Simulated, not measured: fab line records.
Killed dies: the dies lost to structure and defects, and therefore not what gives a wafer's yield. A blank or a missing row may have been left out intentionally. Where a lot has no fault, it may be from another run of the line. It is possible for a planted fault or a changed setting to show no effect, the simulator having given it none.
Problem report, 8D (eight disciplines) form, completed by code || flow gf180mcu || the parts of the form that need people (team, actions taken, sign-off) are left out

== 1. THE ISSUE ==
doseIonsCm2 at GF_VT_IMPLANT_IMPLANT_08 reads a mean of 7.39e+12 on 6 wafers of 2 lots; wafers without a fault read 8.29e+12 with a standard deviation of 8.8e+09. That is -99 or more standard deviations from the usual mean.
First observed at day 10 18:16: wafer L856.2, on implanter-03. The record holds 18 wafers of 6 lots with a number at this step. By rule, "out" or "out of limits" means more than 4 standard deviations away from the usual mean. The other wafers with a number count as sound.

== 2. WHAT IT IS, AND WHAT IT ISN'T ==
{"question": "which readings at this step", "is": "doseIonsCm2, faradayCurrentUA", "is not": "-"}
{"question": "which lots", "is": "L856, L857", "is not": "L839, L842, L846, L859"}
{"question": "which wafers of those lots", "is": "all that have a number", "is not": "-"}
{"question": "read on which tools", "is": "implanter-03", "is not": "implanter-01, implanter-02"}
{"question": "when", "is": "from day 10 18:16", "is not": "up to then (9 sound wafers); but 3 sound wafers of L859 came after"}

== 3. SUSPECTS, AND WHAT RULES EACH OUT ==
Counting: any tool at a process step up to the reading is kept as a suspect provided that every lot that is out went through it and no sound lot did after the first of them.
- implanter-03 at GF_VT_IMPLANT_IMPLANT_08: kept. All lots that are out passed through it, beginning with L856 at day 10 18:16, and no sound lot followed; its final sound lot before that point was L846 at day 8 03:14. Its own doseIonsCm2, faradayCurrentUA readings are out on those wafers.
After counting, what remains is implanter-03 at GF_VT_IMPLANT_IMPLANT_08.

== 4. THE CAUSE (what the simulator had put in) ==
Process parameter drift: implanter-03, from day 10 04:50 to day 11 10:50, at GF_VT_IMPLANT_IMPLANT_08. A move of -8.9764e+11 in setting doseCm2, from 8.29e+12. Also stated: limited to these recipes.
After counting, this tool was the only one left.

== 5. THE CHAIN OF EFFECTS, in route order ==
Rows list readings where the struck wafers' mean (over those with a number) sits beyond 3 standard deviations from the usual. Readings are gone through only where the record gives a usual standard deviation; hours: the median, over the lots, of the time from a lot's start at the first step in this table giving one to that lot's start at this step; sigmas: the change measured in usual standard deviations.
{"hours": 0, "step": "GF_VT_IMPLANT_IMPLANT_08", "reading": "doseIonsCm2", "usual": 8.29e+12, "on struck wafers": 7.39e+12, "change": -8.95e+11, "sigmas": "-99 or more"}
{"hours": 0, "step": "GF_VT_IMPLANT_IMPLANT_08", "reading": "faradayCurrentUA", "usual": 46.7, "on struck wafers": 41.9, "change": -4.8, "sigmas": -4.8}
Its process steps:
- GF_VT_IMPLANT_IMPLANT_08

== 6. HOW IT WOULD HAVE BEEN CAUGHT EARLIER ==
The fault began at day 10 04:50; the first out-of-limits reading in this record came at day 10 18:16, 13 hours later.
